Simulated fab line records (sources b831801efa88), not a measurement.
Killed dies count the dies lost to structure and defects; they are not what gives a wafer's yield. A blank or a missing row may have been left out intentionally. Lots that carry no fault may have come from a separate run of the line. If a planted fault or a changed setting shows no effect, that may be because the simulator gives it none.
Which tool was responsible? | flow gf180mcu | 7 lots with 21 wafers sampled at 2 steps, on a route of 602 steps

== WHAT THE GAUGES SHOWED, per wafer ==
GF_MVSD_TW_MEAS_11.
lot  | measured     | on            | MVSD_TW
L664 | day 4 16:33  | film metro-01 | 1557 1564 1566
L667 | day 5 08:54  | film metro-01 | 1571 1574 1578
L672 | day 6 15:06  | film metro-03 | 1555 1546 1552
L674 | day 7 03:26  | film metro-03 | 1556 1556 1557
L676 | day 7 15:09  | film metro-02 | 1512 1504 1522
L680 | day 8 14:05  | film metro-01 | 1574 1575 1577
L686 | day 10 00:20 | film metro-02 | 1578 1580 1580

== WHAT TOOL EACH LOT RAN ON (gives the tool, then ch and the chambers of the sampled wafers, and finally the start) ==
lot  | GF_MVSD_IMPLANT_09
L664 | implanter-04 ch 0, day 4 16:20
L667 | implanter-04 ch 0, day 5 08:40
L672 | implanter-02 ch 0, day 6 14:52
L674 | implanter-03 ch 0, day 7 03:11
L676 | implanter-04, day 7 14:55
L680 | implanter-04 ch 0, day 8 13:50
L686 | implanter-04 ch 0, day 10 00:05
- GF_MVSD_IMPLANT_09

== THE ANSWER, worked out from the rows above alone ==
Rule: what is usual is taken from the lots themselves. The widest of any qualifying gaps counts: lots, ordered by their means at a reading, are off when they make up no more than a third of the lots, leave a main group of 4 or more, and stand apart from it by 3 or more times the standard deviation of that group's means. A main group whose means are all the same, to the digits that the tables above print for the reading, isn't used. A lot without any number at a reading at which 4 lots or more have one is off too. Where the step has rows for the other lots, those lots are counted as sound.
Off: L676, at GF_MVSD_TW_MEAS_11 (MVSD_TW). Main group: mean 1566, sd 11.
A tool fits if, at a process step before that reading, it ran every lot that is off, and no sound lot after the first of them. The gauges at GF_MVSD_TW_MEAS_11 are tried like those tools. No candidate that was tried fits.

== WHAT THE SIMULATOR HAD PUT IN ==
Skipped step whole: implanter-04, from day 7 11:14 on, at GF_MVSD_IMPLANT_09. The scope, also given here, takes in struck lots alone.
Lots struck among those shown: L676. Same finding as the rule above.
